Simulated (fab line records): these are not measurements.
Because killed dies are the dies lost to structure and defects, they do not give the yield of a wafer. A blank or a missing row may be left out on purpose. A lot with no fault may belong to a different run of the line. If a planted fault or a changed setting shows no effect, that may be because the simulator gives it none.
fab line records | flow gf180mcu | part 2 of 2: steps 26 to 35 of 35
[record] lots = 5 wafers = 15 lastDay = 33
route steps=602 shown POLY_GATE@157 HV_LDD@176
lots that met no fault: taken from a fault-free run of the same line
startH: hours from the record's opening day to when the first of the lot's shown wafers began | waitH: how many hours have passed since the lot's step before this one | " the same as in the row above | L1.1+2: several wafers, shown together as one row | - no value, or no start was given | * or withheld: withheld | < > ~ a bound
route shown NAME@n: names a module that has steps shown in the file, with the first one's number in the route | usual: the fault-free wafers' mean and standard deviation | same: alike in all rows | chamber/n: place in a boat | sites: readings site by site | _std_site: standard deviation across them | _edge_site: mean of outer sites minus mean of inner sites | radiusMm: for every site, how far away it sits from the centre of the wafer | mask NAME#n: copy n | behind: the tool/chamber that last shaped the wafer | hold: why the lot was held/for how many hours/how that ended | device: transistor that didn't switch, given as n, p or np | end of line: the same wafers' tests at the end of the route | a step without rows: its recipe alone | killed: the dies lost at the first sort to structure and to defects; this is not the yield of the wafer | map: the dies of a wafer, with x for killed, . for not killed, _ for no die there
set.NAME: the setting that was run; set.NAME@STEP: the one run at that earlier step | model.NAME: the simulator's own value behind a step, which no gauge read
lots seen at some steps along the route; tables by step, rows by wafer
services: from which hour (startH, from the record's first day; less than 0 if before it) a tool's chamber was out of use, for how many hours, and why
[[steps]]
[step GF_HV_LDD_DEVELOP_06]
[recipe] developTimeS = 60 devTempC = 23
[usual] exhaustPa = 45.1/0.9
// columns lot.wafer tool chamber startH waitH exhaustPa
L078.3 lithoTrack-04 0 245.42 0.1 45.4
L078.4 " 0 " " 45.2
L078.6 " 0 " " 44.4
L079.3 lithoTrack-03 0 255.22 0.1 46.0
L079.4 " 0 " " 45.6
L079.6 " 0 " " 44.4
L083.1 lithoTrack-04 0 279.22 0.1 44.8
L083.2 " 0 " " 44.5
L083.5 " 0 " " 45.4
L089.1 lithoTrack-03 0 331.06 0.1 45.4
L089.3 " 0 " " 44.9
L089.6 " 0 " " 43.7
L091.4 lithoTrack-02 0 340.32 0.1 45.0
L091.5 " 0 " " 46.7
L091.6 " 0 " " 45.2
[step GF_HV_LDD_CD_MEAS_07]
[recipe] targetCdNm = 400
[usual] cdNm = 399.7/2.5
// columns lot.wafer tool chamber startH waitH cdNm
L078.3 cdSem-01 - 245.56 0.1 399.3
L078.4 " - " " 400.3
L078.6 " - " " 400.6
L079.3 cdSem-02 - 255.36 0.1 396.5
L079.4 " - " " 399.1
L079.6 " - " " 399.9
L083.1 cdSem-02 - 279.37 0.1 393.8
L083.2 " - " " 394.6
L083.5 " - " " 395.8
L089.1 cdSem-02 - 331.21 0.1 401.1
L089.3 " - " " 402.1
L089.6 " - " " 401.8
L091.4 cdSem-01 - 340.46 0.1 399.7
L091.5 " - " " 398.5
L091.6 " - " " 399.8
[step GF_HV_LDD_OVL_MEAS_08]
[usual] HV_LDD_OVL = 0.3/1.2
// columns lot.wafer tool chamber startH waitH HV_LDD_OVL[nm]
L078.3 overlay-01 - 245.65 0.1 -0.6
L078.4 " - " " -0.3
L078.6 " - " " 0.8
L079.3 overlay-01 - 255.45 0.1 0.9
L079.4 " - " " 1.7
L079.6 " - " " -1.0
L083.1 overlay-02 - 279.49 0.1 0.0
L083.2 " - " " 0.7
L083.5 " - " " -0.5
L089.1 overlay-01 - 331.33 0.1 0.3
L089.3 " - " " 1.6
L089.6 " - " " 1.2
L091.4 overlay-02 - 340.54 0.1 0.8
L091.5 " - " " 0.4
L091.6 " - " " -1.1
[step GF_HV_LDD_IMPLANT_09]
[recipe] species = As energyKev = 40 doseCm2 = 1e+14 tiltDeg = 7
[usual] faradayCurrentUA = 564/11
// columns lot.wafer tool chamber startH waitH faradayCurrentUA
L078.3 implanter-03 0 245.72 0.1 551
L078.4 " 0 " " 580
L078.6 " 0 " " 561
L079.3 implanter-03 0 255.52 0.1 568
L079.4 " 0 " " 555
L079.6 " 0 " " 584
L083.1 implanter-03 0 279.52 0.0 589
L083.2 " 0 " " 560
L083.5 " 0 " " 557
L089.1 implanter-02 0 331.37 0.0 569
L089.3 " 0 " " 545
L089.6 " 0 " " 578
L091.4 implanter-03 0 340.63 0.1 587
L091.5 " 0 " " 553
L091.6 " 0 " " 572
[step GF_HV_LDD_STRIP_10]
[recipe] chemistry = O2/N2 powerW = 1400 pressureMtorr = 1500 platenTempC = 250 o2FlowSccm = 3000 n2FlowSccm = 300 overashFraction = 0.5
[usual] drypumpMotorCurrentA = 5.7/0.45 heaterPowerW = 307/37 oesProductAu = 0.715/0.0043 stripTimeToEndpointS = 12.62/0.035
// columns lot.wafer tool chamber startH waitH drypumpMotorCurrentA heaterPowerW oesProductAu rfHoursCounterH stripTimeToEndpointS
L078.3 plasmaAsher-01 0 245.86 0.1 6.1 282 0.718 - 12.62
L078.4 " 1 " " 6.2 266 0.711 - 12.64
L078.6 " 1 " " 6.2 271 0.718 - 12.64
L079.3 plasmaAsher-01 0 255.65 0.1 6.1 282 0.717 - 12.73
L079.4 " 1 " " 6.2 273 0.716 - 12.66
L079.6 " 0 " " 6.1 286 0.721 - 12.65
L083.1 plasmaAsher-04 0 279.67 0.1 5.2 374 0.713 50 12.63
L083.2 " 1 " " 5.8 300 0.712 50 12.64
L083.5 " 1 " " 5.8 285 0.719 - 12.67
L089.1 plasmaAsher-04 1 331.52 0.1 5.8 295 0.714 55 12.61
L089.3 " 0 " " 5.2 373 0.714 - 12.59
L089.6 " 0 " " 5.2 369 0.714 - 12.57
L091.4 plasmaAsher-03 1 340.74 0.1 5.4 326 0.715 - 12.58
L091.5 " 0 " " 4.9 342 0.716 - 12.59
L091.6 " 1 " " 5.4 324 0.713 - 12.59
[step GF_HV_LDD_TW_MEAS_11]
[usual] HV_LDD_TW = 2414/13
// columns lot.wafer tool chamber startH waitH HV_LDD_TW
L078.3 filmMetro-04 - 245.94 0.1 2428
L078.4 " - " " 2422
L078.6 " - " " 2419
L079.3 filmMetro-03 - 255.74 0.1 2394
L079.4 " - " " 2383
L079.6 " - " " 2391
L083.1 filmMetro-04 - 279.77 0.1 2423
L083.2 " - " " 2403
L083.5 " - " " 2423
L089.1 filmMetro-02 - 331.62 0.1 2416
L089.3 " - " " 2428
L089.6 " - " " 2424
L091.4 filmMetro-04 - 340.84 0.1 2411
L091.5 " - " " 2423
L091.6 " - " " 2409
[step GF_HV_LDD_DEHYDRATE_12]
[recipe] tempC = 200 timeS = 60
[usual] exhaustPa = 45.1/0.87 plateTempC = 199.97/0.16
// columns lot.wafer tool chamber startH waitH exhaustPa plateTempC
L078.3 lithoTrack-04 0 254.62 8.7 45.8 200.11
L078.4 " 0 " " 46.4 200.00
L078.6 " 0 " " 46.7 200.21
L079.3 lithoTrack-02 0 264.05 8.3 45.6 199.90
L079.4 " 0 " " 44.2 199.92
L079.6 " 0 " " 47.3 199.89
L083.1 lithoTrack-04 0 288.62 8.8 44.8 199.94
L083.2 " 0 " " 44.9 200.07
L083.5 " 0 " " 44.2 200.20
L089.1 lithoTrack-04 0 341.41 9.8 44.9 199.92
L089.3 " 0 " " 45.5 199.81
L089.6 " 0 " " 46.3 199.92
L091.4 lithoTrack-03 0 350.84 10.0 44.2 199.90
L091.5 " 0 " " 44.5 200.01
L091.6 " 0 " " 45.3 199.82
[step GF_HV_LDD_HMDS_13]
[recipe] primeTimeS = 60 primeTempC = 120
[usual] exhaustPa = 45.1/0.84
// columns lot.wafer tool chamber startH waitH exhaustPa
L078.3 lithoTrack-04 0 254.77 0.1 46.0
L078.4 " 0 " " 45.2
L078.6 " 0 " " 45.7
L079.3 lithoTrack-02 0 264.20 0.1 46.0
L079.4 " 0 " " 45.7
L079.6 " 0 " " 46.1
L083.1 lithoTrack-04 0 288.77 0.1 44.0
L083.2 " 0 " " 46.5
L083.5 " 0 " " 45.3
L089.1 lithoTrack-04 0 341.56 0.1 45.8
L089.3 " 0 " " 46.2
L089.6 " 0 " " 45.5
L091.4 lithoTrack-03 0 350.99 0.1 44.3
L091.5 " 0 " " 44.2
L091.6 " 0 " " 45.0
[step GF_HV_LDD_COAT_14]
[recipe] resist = NOVOLAK spinRpm = 3000 resistThkNm = 1000
[usual] exhaustPa = 45.1/0.94
// columns lot.wafer tool chamber startH waitH exhaustPa
L078.3 lithoTrack-04 0 254.92 0.1 44.8
L078.4 " 0 " " 46.8
L078.6 " 0 " " 45.1
L079.3 lithoTrack-02 0 264.35 0.1 45.6
L079.4 " 0 " " 45.9
L079.6 " 0 " " 45.8
L083.1 lithoTrack-04 0 288.92 0.1 44.9
L083.2 " 0 " " 45.0
L083.5 " 0 " " 45.0
L089.1 lithoTrack-04 0 341.71 0.1 45.2
L089.3 " 0 " " 44.2
L089.6 " 0 " " 46.1
L091.4 lithoTrack-03 0 351.14 0.1 46.8
L091.5 " 0 " " 46.9
L091.6 " 0 " " 45.6
[step GF_HV_LDD_SOFTBAKE_15]
[recipe] tempC = 90 timeS = 60 resist = NOVOLAK
[usual] exhaustPa = 45.1/1.1 plateTempC = 90.02/0.13
// columns lot.wafer tool chamber startH waitH exhaustPa plateTempC
L078.3 lithoTrack-04 0 255.07 0.1 45.4 90.16
L078.4 " 0 " " 45.0 89.97
L078.6 " 0 " " 46.1 90.11
L079.3 lithoTrack-02 0 264.50 0.1 44.8 89.97
L079.4 " 0 " " 43.4 89.91
L079.6 " 0 " " 44.2 90.02
L083.1 lithoTrack-04 0 289.07 0.1 45.9 90.04
L083.2 " 0 " " 46.5 90.07
L083.5 " 0 " " 46.4 90.20
L089.1 lithoTrack-04 0 341.86 0.1 44.2 90.20
L089.3 " 0 " " 44.7 90.10
L089.6 " 0 " " 46.5 90.09
L091.4 lithoTrack-03 0 351.29 0.1 45.1 89.96
L091.5 " 0 " " 44.6 89.96
L091.6 " 0 " " 45.6 89.90
[[services]]
// columns tool chamber startH hours kind
krfScanner-01 - 185.36 0.5 repair
rieSi-01 0 191.85 1.2 repair
rieDiel-01 2 202.93 13.6 repair
lpcvd-01 - 213.76 1.7 repair
plasmaAsher-01 - 222.06 4.3 pm
lpcvd-01 - 224.13 14.6 pm
rieDiel-01 2 231.18 5.3 repair
ilineStepper-01 - 231.75 9.7 repair
krfScanner-01 - 241.70 1.0 pm
rieDiel-01 3 251.38 9.2 repair
plasmaAsher-04 - 257.52 4.1 repair
implanter-03 - 258.39 1.8 repair
implanter-03 - 259.57 1.9 repair
rieDiel-01 0 260.80 2.3 repair
implanter-03 - 267.72 1.7 repair
rieDiel-01 3 267.75 8.3 repair
furnace-01 - 273.16 7.6 pm
furnace-01 - 280.74 4.4 pm
ilineStepper-01 - 288.52 0.5 repair
krfScanner-01 - 291.44 0.8 pm
furnace-01 - 292.12 3.1 pm
plasmaAsher-04 - 326.92 2.3 repair
plasmaAsher-01 - 333.18 0.9 repair
plasmaAsher-04 - 349.12 4.3 pm
